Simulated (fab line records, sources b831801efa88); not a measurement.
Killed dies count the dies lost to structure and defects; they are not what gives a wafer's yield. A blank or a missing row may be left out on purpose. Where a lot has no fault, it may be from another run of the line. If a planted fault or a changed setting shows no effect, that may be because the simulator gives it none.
fab line records	flow sky130
record: lots: 24	wafers: 72	last-day: 50
route steps=708 shown SD_N@356 LI_CONTACT@376 CONTACT@430 METAL2@483
lots untouched by any fault: they come from a run of this same line in which no faults occurred
start-h: hours from the record's first day to the start of the lot's first wafer shown	wait-h: hours elapsed since this lot's preceding step	" repeats the value in the row above	L1.1+2: several wafers, shown together as one row	- either no value or no given start	* or withheld: withheld	< > ~ a bound
route shown NAME@n: names a module that has steps shown in the file, with the first one's number in the route	usual: the fault-free wafers' mean and standard deviation	same: alike in all rows	chamber/n: place in a boat	sites: the reading at each site	_std_site: standard deviation of those values	_edge_site: the outer-site mean with the inner-site mean subtracted	radius-mm: for every site, how far away it sits from the centre of the wafer	mask NAME#n: copy n	behind: tool/chamber where the wafer was last shaped	hold: why the lot went on hold/how many hours it stayed there/how the hold came to an end	device: names the non-switching transistor (n, p or np)	end of line: the tests these same wafers got at the end of their route	step lacking rows: just its recipe	killed: dies lost to structure and defects at the first sort, not the wafer's yield	map: per-die view of a wafer (x killed, . not killed, _ where there is no die)
set.NAME: setting as actually run; set.NAME@STEP: the setting as run at that earlier step	model.NAME: the simulator's own value behind a step, which no gauge read
steps of the route over a sample of lots; a table a step, a row a wafer
services: a tool's chamber out of use, with start hour (start-h, from the record's first day; less than 0 if before it), hours out, and reason
== steps ==
step: SKY_SD_N_RTA_14
recipe: temp-c: 1075	time-s: 2	idle-temp-c: 650	ramp-up-c-per-s: 150	ramp-down-c-per-s: 90	ambient: N2
usual: lamp-power-pct: 15.74/0.055	wafer_temp_C_max: 1078.2/1.4
lot.wafer	tool	chamber	start-h	wait-h	lamp-power-pct	wafer_temp_C_max
L075.3	rtp-anneal-01	0	688.47	0.0	15.75	1081.5
L075.5	"	0	"	"	15.68	1080.7
L075.6	"	0	"	"	15.82	1079.5
L078.1	rtp-anneal-02	0	689.41	0.0	15.72	1077.4
L078.3	"	0	"	"	15.76	1077.1
L078.4	"	0	"	"	15.80	1077.2
L076.1	rtp-anneal-02	0	694.26	0.0	15.78	1076.7
L076.4	"	0	"	"	15.83	1078.1
L076.5	"	0	"	"	15.69	1077.6
L074.1	rtp-anneal-01	0	694.66	0.0	15.69	1079.0
L074.3	"	0	"	"	15.76	1076.9
L074.5	"	0	"	"	15.81	1078.1
L077.1	rtp-anneal-02	0	699.31	0.0	15.82	1075.3
L077.2	"	0	"	"	15.78	1076.1
L077.4	"	0	"	"	15.65	1077.7
L080.3	rtp-anneal-01	0	707.93	0.0	15.70	1080.1
L080.5	"	0	"	"	15.75	1079.0
L080.6	"	0	"	"	15.74	1079.7
L079.4	rtp-anneal-02	0	708.39	0.0	15.78	1078.5
L079.5	"	0	"	"	15.72	1077.3
L079.6	"	0	"	"	15.63	1077.9
L081.4	rtp-anneal-01	0	712.39	0.0	15.74	1078.4
L081.5	"	0	"	"	15.82	1077.5
L081.6	"	0	"	"	15.69	1079.4
L082.3	rtp-anneal-02	0	722.85	0.0	15.76	1078.4
L082.4	"	0	"	"	15.71	1077.1
L082.5	"	0	"	"	15.73	1077.7
L083.3	rtp-anneal-01	0	734.64	0.0	15.72	1078.0
L083.5	"	0	"	"	15.68	1080.2
L083.6	"	0	"	"	15.77	1076.9
L084.1	rtp-anneal-02	0	742.01	0.0	15.84	1077.7
L084.2	"	0	"	"	15.75	1078.0
L084.4	"	0	"	"	15.80	1077.2
L085.1	rtp-anneal-01	0	743.21	0.0	15.77	1079.0
L085.3	"	0	"	"	15.83	1079.2
L085.5	"	0	"	"	15.65	1076.4
L086.1	rtp-anneal-02	0	753.56	0.0	15.73	1077.1
L086.3	"	0	"	"	15.67	1078.1
L086.5	"	0	"	"	15.68	1076.8
L087.3	rtp-anneal-01	0	759.78	0.0	15.77	1077.7
L087.4	"	0	"	"	15.82	1079.4
L087.6	"	0	"	"	15.76	1078.1
L088.2	rtp-anneal-02	0	764.11	0.0	15.75	1075.2
L088.3	"	0	"	"	15.68	1078.1
L088.6	"	0	"	"	15.68	1078.4
L089.1	rtp-anneal-01	0	774.31	0.0	15.79	1077.7
L089.2	"	0	"	"	15.71	1076.3
L089.3	"	0	"	"	15.75	1079.4
L090.1	rtp-anneal-02	0	784.51	0.0	15.76	1080.8
L090.2	"	0	"	"	15.69	1078.9
L090.6	"	0	"	"	15.61	1079.5
L091.1	rtp-anneal-01	0	788.61	0.0	15.66	1079.1
L091.3	"	0	"	"	15.65	1081.0
L091.4	"	0	"	"	15.80	1079.0
L092.1	rtp-anneal-02	0	796.91	0.0	15.70	1079.1
L092.4	"	0	"	"	15.74	1078.1
L092.6	"	0	"	"	15.74	1082.1
L093.1	rtp-anneal-01	0	804.06	0.0	15.75	1077.7
L093.2	"	0	"	"	15.74	1077.3
L093.4	"	0	"	"	15.63	1078.1
L094.2	rtp-anneal-02	0	816.62	0.0	15.75	1078.9
L094.3	"	0	"	"	15.80	1078.2
L094.4	"	0	"	"	15.67	1078.2
L095.4	rtp-anneal-01	0	822.28	0.0	15.73	1080.6
L095.5	"	0	"	"	15.69	1079.3
L095.6	"	0	"	"	15.79	1078.7
L096.1	rtp-anneal-02	0	823.96	0.0	15.76	1077.9
L096.3	"	0	"	"	15.72	1075.7
L096.4	"	0	"	"	15.73	1077.1
L097.2	rtp-anneal-01	0	832.48	0.0	15.75	1077.2
L097.3	"	0	"	"	15.74	1077.7
L097.6	"	0	"	"	15.81	1077.5
step: SKY_LI_CONTACT_ETCH_14
recipe: chemistry: N2/H2	target: BARC	ion-energy-ev: 200	source-w: 500	bias-w: 97.55	pressure-mtorr: 30	n2-flow-sccm: 100	h2-flow-sccm: 200	stop-on: SiO2	time-s: 45.9	target-depth-a: 600
usual: bias-w: 97.6/0.31	drypump-motor-current-A: 6.0/0.36	oes-product-au: 0.854/0.0043	throttle-valve-pct: 13.225/0.0088
lot.wafer	tool	chamber	start-h	wait-h	bias-w	drypump-motor-current-A	oes-product-au	rf-hours-counter-h	throttle-valve-pct
L075.3	rie-diel-03	3	718.25	0.0	97.7	6.3	0.852	7	13.247
L075.5	"	0	"	"	97.3	6.1	0.853	-	13.227
L075.6	"	1	"	"	97.9	6.0	0.850	-	13.230
L078.1	rie-diel-02	3	719.32	0.0	97.9	5.7	0.862	4	13.259
L078.3	"	1	"	"	97.5	6.5	0.855	7	13.217
L078.4	"	2	"	"	97.8	5.4	0.853	13	13.226
L076.1	rie-diel-03	3	724.05	0.0	97.6	6.3	0.853	7	13.231
L076.4	"	0	"	"	97.9	6.1	0.857	-	13.223
L076.5	"	3	"	"	97.9	6.3	0.854	-	13.230
L074.1	rie-diel-04	3	724.66	0.0	97.5	6.1	0.850	51	13.222
L074.3	"	1	"	"	97.9	5.4	0.859	15	13.239
L074.5	"	2	"	"	96.8	6.2	0.861	-	13.245
L077.1	rie-diel-02	2	728.46	0.0	98.0	5.3	0.855	13	13.220
L077.2	"	3	"	"	97.4	5.7	0.854	4	13.208
L077.4	"	0	"	"	97.2	5.8	0.857	-	13.219
L080.3	rie-diel-03	3	736.81	0.0	97.2	6.4	0.854	7	13.226
L080.5	"	3	"	"	97.3	6.4	0.861	-	13.229
L080.6	"	0	"	"	97.9	6.2	0.854	-	13.217
L079.4	rie-diel-04	1	737.27	0.0	96.9	5.4	0.857	-	13.222
L079.5	"	2	"	"	97.4	6.2	0.857	-	13.227
L079.6	"	0	"	"	97.2	5.5	0.844	-	13.241
L081.4	rie-diel-03	0	741.50	0.0	98.0	6.1	0.850	12	13.215
L081.5	"	0	"	"	98.1	6.1	0.853	-	13.231
L081.6	"	1	"	"	97.4	5.9	0.854	-	13.236
L082.3	rie-diel-03	1	750.55	0.0	97.7	5.9	0.857	20	13.219
L082.4	"	0	"	"	97.6	6.1	0.861	12	13.230
L082.5	"	2	"	"	97.8	6.5	0.859	-	13.224
L083.3	rie-diel-03	2	762.16	0.0	97.8	6.5	0.839	1	13.234
L083.5	"	3	"	"	97.9	6.3	0.853	-	13.223
L083.6	"	2	"	"	97.1	6.5	0.855	-	13.233
L084.1	rie-diel-03	1	769.78	0.0	97.2	5.9	0.855	21	13.217
L084.2	"	3	"	"	97.4	6.4	0.853	8	13.234
L084.4	"	0	"	"	97.5	6.2	0.856	13	13.234
L085.1	rie-diel-02	3	771.21	0.0	97.2	5.7	0.860	5	13.224
L085.3	"	2	"	"	97.7	5.3	0.858	14	13.247
L085.5	"	0	"	"	97.2	5.8	0.845	-	13.231
L086.1	rie-diel-02	1	781.82	0.0	97.5	6.5	0.849	8	13.218
L086.3	"	0	"	"	97.2	5.8	0.861	17	13.229
L086.5	"	1	"	"	96.9	6.5	0.851	-	13.235
L087.3	rie-diel-03	0	786.60	0.0	96.7	6.2	0.850	14	13.226
L087.4	"	1	"	"	97.2	5.9	0.848	21	13.231
L087.6	"	2	"	"	97.4	6.5	0.853	-	13.219
L088.2	rie-diel-02	0	791.74	0.0	97.6	5.8	0.859	17	13.229
L088.3	"	2	"	"	97.8	5.3	0.856	15	13.223
L088.6	"	0	"	"	98.1	5.8	0.847	-	13.209
L089.1	rie-diel-02	0	802.04	0.0	97.8	5.8	0.852	18	13.227
L089.2	"	1	"	"	97.4	6.5	0.860	9	13.214
L089.3	"	2	"	"	97.5	5.3	0.859	15	13.213
L090.1	rie-diel-03	0	811.90	0.0	98.0	6.1	0.856	15	13.227
L090.2	"	3	"	"	97.9	6.3	0.856	10	13.228
L090.6	"	3	"	"	97.9	6.3	0.857	-	13.223
L091.1	rie-diel-03	0	816.55	0.0	97.4	6.1	0.856	15	13.217
L091.3	"	3	"	"	97.8	6.3	0.857	10	13.233
L091.4	"	2	"	"	97.6	6.5	0.860	3	13.235
L092.1	rie-diel-03	3	825.01	0.0	97.5	6.3	0.851	10	13.221
L092.4	"	1	"	"	97.1	5.9	0.855	23	13.216
L092.6	"	2	"	"	97.4	6.5	0.862	-	13.235
L093.1	rie-diel-03	1	831.84	0.0	97.1	5.9	0.845	23	13.241
L093.2	"	3	"	"	97.6	6.4	0.855	11	13.215
L093.4	"	2	"	"	97.6	6.4	0.852	3	13.213
L094.2	rie-diel-04	2	843.86	0.0	98.0	6.2	0.862	2	13.223
L094.3	"	0	"	"	97.8	5.5	0.854	4	13.221
L094.4	"	3	"	"	98.2	6.0	0.852	2	13.221
L095.4	rie-diel-04	2	849.30	0.0	97.7	6.2	0.848	2	13.229
L095.5	"	0	"	"	97.8	5.5	0.847	-	13.221
L095.6	"	3	"	"	97.3	6.0	0.854	-	13.235
L096.1	rie-diel-04	0	851.05	0.0	97.4	5.5	0.855	4	13.218
L096.3	"	2	"	"	97.7	6.2	0.855	2	13.240
L096.4	"	1	"	"	97.7	5.4	0.854	19	13.230
L097.2	rie-diel-02	1	860.15	0.0	97.1	6.5	0.854	10	13.220
L097.3	"	3	"	"	97.5	5.7	0.858	7	13.229
L097.6	"	2	"	"	97.4	5.3	0.855	-	13.233
step: SKY_LI_CONTACT_CMP_24
recipe: stop-on: PSG	t-overpolish-s: 20	down-force-psi: 3.5	platen-rpm: 60	target-thk-nm: 0	pad-velocity-m-s: 0.94248
usual: edge-zone-pressure-frac: 1.001/0.0048	motor-current-A: 11.0/0.77	overpolish-run-s: 19.999/0.0087	retaining-ring-pressure-frac: 1.000/0.0046	time-to-endpoint-s: 97/3.6
lot.wafer	tool	chamber	start-h	wait-h	edge-zone-pressure-frac	motor-current-A	overpolish-run-s	retaining-ring-pressure-frac	time-to-endpoint-s
L075.3	cmp-02	2	719.23	0.1	1.005	10.5	19.989	0.990	100
L075.6	"	0	"	"	0.999	11.4	19.981	0.991	101
L075.5	"	1	"	"	1.008	11.3	20.026	1.003	97
L078.3	cmp-02	1	720.23	0.1	1.004	11.4	19.999	1.004	92
L078.4	"	2	"	"	0.998	10.8	20.001	0.998	96
L078.1	"	3	"	"	0.994	11.8	19.991	1.004	97
L076.4	cmp-02	2	724.98	0.1	1.005	10.4	20.001	1.009	98
L076.1	"	3	"	"	0.995	11.2	19.999	0.996	100
L076.5	"	2	"	"	1.002	10.1	20.015	1.009	99
L074.1	cmp-02	3	725.54	0.1	0.996	11.7	19.984	1.003	102
L074.3	"	2	"	"	0.999	10.4	19.996	1.002	99
L074.5	"	3	"	"	0.999	11.5	19.996	1.004	97
L077.1	cmp-02	0	729.36	0.1	0.996	10.8	20.013	1.006	101
L077.2	"	2	"	"	1.001	10.7	19.990	1.006	101
L077.4	"	3	"	"	0.995	12.1	20.008	0.998	102
L080.3	cmp-01	2	737.77	0.1	0.997	11.1	19.999	0.988	97
L080.5	"	1	"	"	1.003	10.2	20.006	0.999	99
L080.6	"	2	"	"	1.004	12.1	19.974	1.002	97
L079.4	cmp-01	0	738.32	0.2	1.012	11.6	20.004	0.999	102
L079.5	"	0	"	"	1.008	10.6	19.992	0.998	101
L079.6	"	1	"	"	0.996	9.8	20.007	1.000	101
L081.4	cmp-02	0	742.48	0.1	0.998	11.2	20.013	1.001	97
L081.5	"	2	"	"	1.005	10.7	20.003	0.991	99
L081.6	"	3	"	"	1.000	11.5	20.001	0.998	95
L082.3	cmp-02	3	751.55	0.1	1.006	11.5	19.988	1.004	95
L082.4	"	0	"	"	1.007	11.3	19.988	0.992	97
L082.5	"	1	"	"	1.000	11.6	20.006	1.001	94
L083.3	cmp-02	2	763.04	0.0	0.997	10.7	19.996	0.991	93
L083.5	"	2	"	"	1.001	10.6	20.008	1.001	98
L083.6	"	3	"	"	0.991	11.7	19.996	0.995	93
L084.2	cmp-02	3	770.93	0.3	1.000	11.4	19.998	0.999	98
L084.1	"	1	"	"	0.998	10.7	19.990	0.997	95
L084.4	"	2	"	"	1.009	9.6	19.997	0.996	102
L085.1	cmp-02	2	772.30	0.1	0.996	10.2	19.989	0.997	98
L085.3	"	0	"	"	1.004	11.0	19.998	0.999	100
L085.5	"	2	"	"	0.997	10.3	20.000	0.998	98
L086.3	cmp-01	0	782.74	0.1	1.000	11.7	19.993	0.999	91
L086.1	"	2	"	"	1.003	11.5	20.001	0.993	91
L086.5	"	3	"	"	0.996	9.8	20.001	1.001	96
L087.4	cmp-01	1	787.51	0.1	1.001	9.6	20.012	0.997	97
L087.3	"	3	"	"	1.002	9.9	20.003	0.996	100
L087.6	"	0	"	"	0.998	11.3	19.991	1.000	97
L088.2	cmp-02	3	792.71	0.1	1.007	11.8	20.013	1.001	95
L088.3	"	0	"	"	1.003	11.0	19.988	0.998	97
L088.6	"	2	"	"	1.000	10.4	19.998	1.003	97
L089.1	cmp-01	1	802.95	0.1	1.002	10.8	19.992	0.998	97
L089.2	"	2	"	"	1.004	11.7	20.008	1.003	97
L089.3	"	3	"	"	1.001	9.5	19.992	1.006	104
L090.2	cmp-02	1	812.90	0.1	1.003	11.0	20.003	0.998	90
L090.1	"	2	"	"	0.994	10.2	20.000	1.000	95
L090.6	"	3	"	"	1.001	12.3	20.004	0.996	94
L091.1	cmp-01	0	817.45	0.1	1.005	11.4	19.997	0.998	99
L091.4	"	2	"	"	1.008	12.2	20.002	1.004	97
L091.3	"	3	"	"	1.002	9.1	20.003	0.998	105
L092.1	cmp-01	3	825.94	0.1	1.010	9.6	20.002	1.000	101
L092.4	"	1	"	"	1.000	10.3	19.995	1.003	100
L092.6	"	2	"	"	1.001	12.0	20.004	0.998	100
L093.4	cmp-01	1	832.83	0.0	0.995	9.7	20.012	1.000	98
L093.1	"	3	"	"	1.006	9.9	19.994	0.999	102
L093.2	"	0	"	"	0.999	11.2	20.006	1.002	97
L094.2	cmp-01	0	844.77	0.1	0.996	11.1	19.988	0.992	102
L094.3	"	1	"	"	1.003	10.3	20.000	1.000	99
L094.4	"	2	"	"	0.995	12.1	19.991	0.991	98
L095.4	cmp-02	0	850.29	0.1	1.008	11.7	19.988	1.003	100
L095.5	"	2	"	"	0.998	10.5	20.003	1.000	96
L095.6	"	3	"	"	1.005	11.8	20.014	1.010	97
L096.1	cmp-02	0	851.93	0.1	1.004	11.5	19.992	1.000	99
L096.4	"	1	"	"	0.998	11.1	20.010	0.997	93
L096.3	"	3	"	"	1.009	11.8	20.002	0.996	101
L097.2	cmp-02	3	861.03	0.0	0.995	12.3	20.006	1.006	101
L097.3	"	1	"	"	0.994	11.1	20.006	1.005	90
L097.6	"	0	"	"	1.006	11.1	20.003	0.996	97
step: SKY_CONTACT_CVD_24
recipe: material: W	target-thk-nm: 340	time-s: 102.12	temp-c: 400	pressure-torr: 40
usual: heater-power-outer-w: 514/43	heater-power-w: 847/38
lot.wafer	tool	chamber	start-h	wait-h	heater-power-outer-w	heater-power-w
L075.3	cvd-w-01	1	775.54	0.1	477	831
L075.5	"	1	"	"	474	812
L075.6	"	0	"	"	542	854
L078.1	cvd-w-01	0	776.64	0.0	562	892
L078.3	"	1	"	"	470	836
L078.4	"	0	"	"	580	845
L076.1	cvd-w-01	0	782.73	0.0	544	854
L076.4	"	1	"	"	479	813
L076.5	"	1	"	"	479	818
L074.1	cvd-w-02	1	782.89	0.0	475	805
L074.3	"	1	"	"	464	802
L074.5	"	1	"	"	460	790
L077.1	cvd-w-01	0	785.35	0.0	555	874
L077.2	"	1	"	"	469	821
L077.4	"	0	"	"	555	868
L080.3	cvd-w-01	1	793.61	0.1	481	834
L080.5	"	0	"	"	567	862
L080.6	"	1	"	"	477	845
L079.4	cvd-w-02	1	794.61	0.1	463	774
L079.5	"	0	"	"	561	899
L079.6	"	1	"	"	452	780
L081.4	cvd-w-02	1	798.52	0.1	453	812
L081.5	"	0	"	"	538	889
L081.6	"	1	"	"	467	796
L082.3	cvd-w-02	1	809.35	0.1	459	807
L082.4	"	0	"	"	554	903
L082.5	"	1	"	"	469	789
L083.3	cvd-w-01	0	818.94	0.1	556	879
L083.5	"	0	"	"	574	878
L083.6	"	1	"	"	480	787
L084.1	cvd-w-01	1	826.55	0.0	473	810
L084.2	"	0	"	"	558	860
L084.4	"	1	"	"	470	810
L085.1	cvd-w-02	1	827.64	0.0	467	795
L085.3	"	0	"	"	552	892
L085.5	"	0	"	"	547	916
L086.1	cvd-w-01	1	838.75	0.0	465	830
L086.3	"	0	"	"	559	891
L086.5	"	0	"	"	568	883
L087.3	cvd-w-02	1	843.94	0.1	465	809
L087.4	"	0	"	"	553	900
L087.6	"	1	"	"	482	804
L088.2	cvd-w-01	0	848.97	0.0	551	882
L088.3	"	0	"	"	556	858
L088.6	"	1	"	"	478	821
L089.1	cvd-w-02	1	857.44	0.0	471	781
L089.2	"	0	"	"	553	897
L089.3	"	0	"	"	545	894
L090.1	cvd-w-01	0	867.95	0.0	555	899
L090.2	"	1	"	"	475	826
L090.6	"	1	"	"	475	839
L091.1	cvd-w-01	1	872.90	0.0	480	812
L091.3	"	0	"	"	578	860
L091.4	"	1	"	"	474	810
L092.1	cvd-w-02	0	879.66	0.0	540	906
L092.4	"	0	"	"	547	867
L092.6	"	0	"	"	547	901
L093.1	cvd-w-01	1	886.82	0.0	470	814
L093.2	"	0	"	"	559	889
L093.4	"	1	"	"	480	840
L094.2	cvd-w-01	1	899.74	0.0	482	822
L094.3	"	0	"	"	566	885
L094.4	"	1	"	"	475	809
L095.4	cvd-w-01	1	904.37	0.1	491	807
L095.5	"	1	"	"	483	820
L095.6	"	0	"	"	558	882
L096.1	cvd-w-01	0	906.12	0.0	569	894
L096.3	"	0	"	"	583	851
L096.4	"	1	"	"	471	823
L097.2	cvd-w-01	1	915.04	0.0	476	813
L097.3	"	1	"	"	478	810
L097.6	"	0	"	"	547	878
step: SKY_CONTACT_RS_MEAS_25
recipe: thk-meas-gauge: four-point-probe	reads: W_of_CONTACT_CVD_24+TiN_of_CONTACT_SPUTTER_23
usual: CONTACT_W_RS: 0.337/0.005
lot.wafer	tool	chamber	start-h	wait-h	CONTACT_W_RS[ohm/sq]
L075.3	film-metro-03	-	775.65	0.1	0.340
L075.5	"	-	"	"	0.336
L075.6	"	-	"	"	0.330
L078.1	film-metro-01	-	776.75	0.1	0.335
L078.3	"	-	"	"	0.342
L078.4	"	-	"	"	0.334
L076.1	film-metro-04	-	782.84	0.1	0.336
L076.4	"	-	"	"	0.341
L076.5	"	-	"	"	0.340
L074.1	film-metro-01	-	783.00	0.1	0.330
L074.3	"	-	"	"	0.329
L074.5	"	-	"	"	0.333
L077.1	film-metro-04	-	785.46	0.1	0.337
L077.2	"	-	"	"	0.345
L077.4	"	-	"	"	0.337
L080.3	film-metro-01	-	793.72	0.1	0.351
L080.5	"	-	"	"	0.340
L080.6	"	-	"	"	0.351
L079.4	film-metro-04	-	794.75	0.1	0.332
L079.5	"	-	"	"	0.339
L079.6	"	-	"	"	0.334
L081.4	film-metro-03	-	798.65	0.1	0.327
L081.5	"	-	"	"	0.339
L081.6	"	-	"	"	0.332
L082.3	film-metro-03	-	809.47	0.1	0.333
L082.4	"	-	"	"	0.338
L082.5	"	-	"	"	0.325
L083.3	film-metro-01	-	819.05	0.1	0.336
L083.5	"	-	"	"	0.340
L083.6	"	-	"	"	0.346
L084.1	film-metro-03	-	826.66	0.1	0.337
L084.2	"	-	"	"	0.335
L084.4	"	-	"	"	0.339
L085.1	film-metro-01	-	827.75	0.1	0.331
L085.3	"	-	"	"	0.333
L085.5	"	-	"	"	0.334
L086.1	film-metro-03	-	838.87	0.1	0.342
L086.3	"	-	"	"	0.335
L086.5	"	-	"	"	0.338
L087.3	film-metro-03	-	844.05	0.1	0.329
L087.4	"	-	"	"	0.336
L087.6	"	-	"	"	0.332
L088.2	film-metro-03	-	849.10	0.1	0.338
L088.3	"	-	"	"	0.341
L088.6	"	-	"	"	0.346
L089.1	film-metro-04	-	857.55	0.1	0.333
L089.2	"	-	"	"	0.337
L089.3	"	-	"	"	0.337
L090.1	film-metro-03	-	868.06	0.1	0.336
L090.2	"	-	"	"	0.346
L090.6	"	-	"	"	0.341
L091.1	film-metro-03	-	873.01	0.1	0.342
L091.3	"	-	"	"	0.339
L091.4	"	-	"	"	0.342
L092.1	film-metro-03	-	879.77	0.1	0.339
L092.4	"	-	"	"	0.338
L092.6	"	-	"	"	0.337
L093.1	film-metro-04	-	886.93	0.1	0.343
L093.2	"	-	"	"	0.337
L093.4	"	-	"	"	0.344
L094.2	film-metro-01	-	899.87	0.1	0.345
L094.3	"	-	"	"	0.343
L094.4	"	-	"	"	0.345
L095.4	film-metro-01	-	904.50	0.1	0.340
L095.5	"	-	"	"	0.344
L095.6	"	-	"	"	0.334
L096.1	film-metro-03	-	906.23	0.1	0.335
L096.3	"	-	"	"	0.338
L096.4	"	-	"	"	0.337
L097.2	film-metro-03	-	915.17	0.1	0.339
L097.3	"	-	"	"	0.337
L097.6	"	-	"	"	0.332
step: SKY_METAL2_SPUTTER_00
recipe: material: Ti	target-thk-nm: 15	power-w: 3000	time-s: 10	chamber-pressure-pa: 0.4
usual: throttle-valve-pct: 30.3/1.2
lot.wafer	tool	chamber	start-h	wait-h	throttle-valve-pct
L075.3	pvd-sputter-01	-	832.67	0.1	29.7
L075.5	"	-	"	"	31.9
L075.6	"	-	"	"	31.0
L078.1	pvd-sputter-04	-	833.46	0.2	28.7
L078.3	"	-	"	"	31.6
L078.4	"	-	"	"	30.9
L076.1	pvd-sputter-01	-	839.83	0.1	29.9
L076.4	"	-	"	"	31.1
L076.5	"	-	"	"	30.4
L074.1	pvd-sputter-04	-	839.83	0.1	28.4
L074.3	"	-	"	"	30.4
L074.5	"	-	"	"	28.5
L077.1	pvd-sputter-01	-	842.04	0.2	31.8
L077.2	"	-	"	"	30.3
L077.4	"	-	"	"	31.1
L080.3	pvd-sputter-01	-	850.15	0.2	31.9
L080.5	"	-	"	"	30.6
L080.6	"	-	"	"	30.8
L079.4	pvd-sputter-01	-	851.80	0.2	31.9
L079.5	"	-	"	"	29.7
L079.6	"	-	"	"	32.0
L081.4	pvd-sputter-03	-	855.63	0.1	28.3
L081.5	"	-	"	"	31.8
L081.6	"	-	"	"	28.1
L082.3	pvd-sputter-03	-	864.63	0.1	31.5
L082.4	"	-	"	"	29.8
L082.5	"	-	"	"	28.0
L083.3	pvd-sputter-01	-	874.07	0.1	29.8
L083.5	"	-	"	"	29.8
L083.6	"	-	"	"	30.2
L084.1	pvd-sputter-03	-	881.25	0.1	28.4
L084.2	"	-	"	"	29.7
L084.4	"	-	"	"	29.2
L085.1	pvd-sputter-01	-	883.84	0.2	29.7
L085.3	"	-	"	"	30.7
L085.5	"	-	"	"	31.7
L086.1	pvd-sputter-03	-	894.41	0.2	32.2
L086.3	"	-	"	"	28.3
L086.5	"	-	"	"	30.2
L087.3	pvd-sputter-01	-	898.64	0.2	29.5
L087.4	"	-	"	"	30.6
L087.6	"	-	"	"	30.5
L088.2	pvd-sputter-03	-	902.92	0.2	30.1
L088.3	"	-	"	"	31.8
L088.6	"	-	"	"	29.0
L089.1	pvd-sputter-03	-	912.37	0.1	31.6
L089.2	"	-	"	"	30.2
L089.3	"	-	"	"	28.5
L090.1	pvd-sputter-01	-	925.45	0.1	31.9
L090.2	"	-	"	"	31.0
L090.6	"	-	"	"	31.1
L091.1	pvd-sputter-04	-	926.11	0.2	28.8
L091.3	"	-	"	"	31.4
L091.4	"	-	"	"	30.8
L092.1	pvd-sputter-04	-	932.46	0.2	30.9
L092.4	"	-	"	"	28.3
L092.6	"	-	"	"	28.3
L093.1	pvd-sputter-01	-	939.12	0.2	29.6
L093.2	"	-	"	"	31.8
L093.4	"	-	"	"	30.9
L094.2	pvd-sputter-04	-	952.36	0.2	30.7
L094.3	"	-	"	"	28.8
L094.4	"	-	"	"	31.6
L095.4	pvd-sputter-01	-	957.52	0.2	30.2
L095.5	"	-	"	"	31.1
L095.6	"	-	"	"	31.8
L096.1	pvd-sputter-03	-	959.02	0.1	28.6
L096.3	"	-	"	"	29.2
L096.4	"	-	"	"	32.0
L097.2	pvd-sputter-01	-	967.01	0.2	31.0
L097.3	"	-	"	"	29.7
L097.6	"	-	"	"	29.5
== services ==
tool	chamber	start-h	hours	kind
pvd-sputter-03	-	665.12	17.6	repair
cmp-01	-	677.08	0.6	repair
cvd-w-01	-	701.44	6.0	pm
cmp-01	-	718.03	5.2	pm
cvd-w-01	1	734.12	3.4	repair
cmp-02	-	735.17	5.6	pm
cmp-02	-	744.44	4.0	pm
rie-diel-03	-	745.81	2.8	pm
cmp-01	-	766.10	13.0	pm
cvd-w-02	-	776.29	1.0	repair
cmp-02	-	805.63	0.7	repair
cvd-w-01	0	827.02	6.1	repair
pvd-sputter-01	-	849.05	0.9	repair
rie-diel-03	1	856.05	11.5	repair
rie-diel-03	-	895.47	0.6	repair
cvd-w-02	-	904.00	14.0	pm
cmp-01	-	912.37	4.0	pm
cvd-w-01	-	913.74	1.1	repair
cvd-w-02	-	918.00	6.9	pm
cvd-w-01	-	924.97	4.3	pm
cvd-w-02	0	928.69	6.3	repair
cmp-01	-	943.71	1.0	repair
cmp-01	-	947.10	3.8	repair
cmp-02	-	951.06	21.4	pm
== key ==
fault none
